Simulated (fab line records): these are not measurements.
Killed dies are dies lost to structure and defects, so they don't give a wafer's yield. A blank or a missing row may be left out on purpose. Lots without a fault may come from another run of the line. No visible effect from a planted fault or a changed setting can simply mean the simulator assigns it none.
Which of the tools did it? ; flow gf180mcu ; at 1 step of a route of 602, 13 lots with 39 wafers sampled

WHAT THE GAUGES READ, wafer by wafer
GF_VT_IMPLANT_OVL_MEAS_07. Usual: for VT_IMPLANT_OVL the level is 0.1 nm and the standard deviation is 1.2.
lot;measured;on;VT_IMPLANT_OVL (nm);flag
L334;day 6 09:35;overlay-02;-0.1 -1.9 0.2;
L335;day 6 17:11;overlay-02;0.1 -1.4 0.5;
L336;day 6 21:10;overlay-01;-1.1 -0.6 -0.5;
L337;day 7 07:07;overlay-02;0.9 -0.2 -0.1;
L339;day 7 18:10;overlay-02;-1.7 -1.4 -0.2;
L342;day 8 10:25;overlay-01;0.3 1.6 1.3;
L343;day 8 21:50;overlay-01;-0.1 -1.3 1.3;
L344;day 8 23:22;overlay-01;-0.2 0.6 -1.2;
L346;day 9 13:28;overlay-01;-0.2 -0.6 -0.4;
L347;day 9 16:17;overlay-02;2.3 2.1 1.5;
L348;day 9 23:17;overlay-01;0.6 1.5 3.5;
L351;day 10 19:07;overlay-02;-2.2 1.3 -1.5;
L354;day 11 11:17;overlay-02;0.5 -0.7 -0.5;

WHICH TOOL RAN EACH LOT (tool, then ch and the chambers of the sampled wafers, then the start)
There is no process step in the record ahead of these readings.

WHAT THE TOOLS THEMSELVES READ (means of the sampled wafers that have a number; where no wafer has one, the mark that the record gives instead)
The record holds no such reading with a usual standard deviation.

THE ANSWER, worked out from the rows above alone
Rule: lot off if the mean of its wafers having a number is beyond 3 standard deviations from the usual mean. Also off: a lot with no number at a reading for which 4 or more lots have one. Any other lot the step has rows for is counted as sound. The gauges are gone through in route order, then the tools' own readings, and for those a lot's mean is taken as printed above. The first step at which some lot is off is used, and at that step the reading that is off furthest; a lot without a number counts as furthest.
No lot is off on any of the readings shown, so nothing can be concluded from this.

WHAT HAD BEEN PUT IN BY THE SIMULATOR
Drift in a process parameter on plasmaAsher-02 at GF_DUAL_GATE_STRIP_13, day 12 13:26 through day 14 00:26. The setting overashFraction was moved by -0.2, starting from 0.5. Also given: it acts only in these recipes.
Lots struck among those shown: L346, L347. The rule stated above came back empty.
